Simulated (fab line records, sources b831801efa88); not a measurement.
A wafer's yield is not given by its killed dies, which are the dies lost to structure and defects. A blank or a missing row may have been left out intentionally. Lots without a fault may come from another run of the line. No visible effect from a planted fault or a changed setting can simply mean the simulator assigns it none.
Which of the tools did it? -- flow gf180mcu -- 7 lots, 21 wafers sampled, at 2 steps of a route of 602

WHAT EACH GAUGE READ, for each wafer
GF_DNWELL_TW_MEAS_09.
lot,measured,on,DNWELL_TW
L989,day 3 04:20,filmMetro-02,1334 1341 1341
L992,day 4 04:19,filmMetro-02,1348 1341 1343
L996,day 5 03:41,filmMetro-03,31 31 31
L998,day 5 09:56,filmMetro-01,30 30 30
L104,day 6 13:10,filmMetro-02,1355 1348 1356
L106,day 7 01:02,filmMetro-02,1341 1339 1341
L108,day 7 10:10,filmMetro-01,1318 1321 1316

WHAT TOOL EACH LOT RAN ON (gives the tool, then ch and the chambers of the sampled wafers, and finally the start)
lot,GF_DNWELL_EXPOSE_04
L989,"ilineStepper-02 ch 0, day 2 22:23"
L992,"ilineStepper-01 ch 0, day 3 21:59"
L996,"ilineStepper-01, day 4 20:18"
L998,"ilineStepper-01, day 5 02:52"
L104,"ilineStepper-01 ch 0, day 6 05:46"
L106,"ilineStepper-01 ch 0, day 6 17:16"
L108,"ilineStepper-01 ch 0, day 7 02:11"
- GF_DNWELL_EXPOSE_04: exposes mask DNWELL, target cd 1700 nm.

THE ANSWER, worked out from the rows above alone
Rule: the usual values come from the lots themselves. Put in order of their means at a reading, lots are off if they are a third of the lots or fewer, leave a main group of 4 or more, and stand apart from it by a gap of 3 or more times the standard deviation of the main group's means; of several such gaps the widest counts. A main group whose means are all the same, to the digits that the tables above print for the reading, isn't used. A lot without any number at a reading at which 4 lots or more have one is off too. Where the step has rows for the other lots, those lots are counted as sound.
Off: L996, L998, at GF_DNWELL_TW_MEAS_09 (DNWELL_TW). Mean 1339 and standard deviation 11 in the main group.
If a tool, at a process step before that reading, ran all the lots that are off and no sound lot after the first of them, it fits. Those tools and the gauges at GF_DNWELL_TW_MEAS_09 are tried in the same way. Not one of the candidates tried fits.

WHAT WAS PUT IN BY THE SIMULATOR
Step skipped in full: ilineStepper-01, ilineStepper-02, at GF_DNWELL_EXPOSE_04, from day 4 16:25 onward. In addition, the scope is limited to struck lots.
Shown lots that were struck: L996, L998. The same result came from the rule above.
